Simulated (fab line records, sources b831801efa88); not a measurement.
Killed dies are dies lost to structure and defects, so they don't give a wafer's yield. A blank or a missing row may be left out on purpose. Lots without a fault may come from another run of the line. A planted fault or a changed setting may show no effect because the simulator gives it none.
Chamber matching | flow gf180mcu | GF_V2_CVD_02 on pecvd-04: 3 sister chambers
The step deposits SiO2 from TEOS, target thk 850 nm, time 94.851 s. 6 wafers are shown with their chamber, then 7 later ones without.

WAFERS WITH THEIR CHAMBER
wafer  | chamber | heater_power_w (W)
L521.6 | 0       | 592
L533.2 | 2       | 835
L533.4 | 2       | 869
L533.5 | 1       | 701
L536.2 | 1       | 612
L536.3 | 0       | 581

WAFERS WITHOUT THEIR CHAMBER
wafer  | heater_power_w (W)
L536.6 | 700
L537.2 | 535
L537.5 | 709
L537.6 | 612
L538.1 | 684
L538.4 | 889
L538.5 | 544

WHICH CHAMBER EACH WENT THROUGH
wafer  | from the rows above     | in truth
L536.6 | can't be placed: 1 or 0 | 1
L537.2 | can't be placed: 0 or 1 | 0
L537.5 | can't be placed: 1 or 0 | 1
L537.6 | can't be placed: 0 or 1 | 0
L538.1 | can't be placed: 1 or 0 | 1
L538.4 | 2                       | 2
L538.5 | can't be placed: 0 or 1 | 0
Placed correctly: 1 of 7. Can't be placed from these rows: 6 (the true chamber is among the candidates in 6). Placed wrongly: 0.
How it was worked out, from the rows above alone: a wafer's distance from a chamber is the root of the sum, over the readings, of the square of ((its reading less the chamber's mean) divided by the reading's scatter). The wafer belongs to the nearest chamber; if the next one is less than 2 further off, it can't be placed. A chamber's mean is the mean of its shown wafers. The scatter: the root of (the sum of the squares of (reading less its chamber's mean) over the shown wafers, divided by (wafers less chambers)).
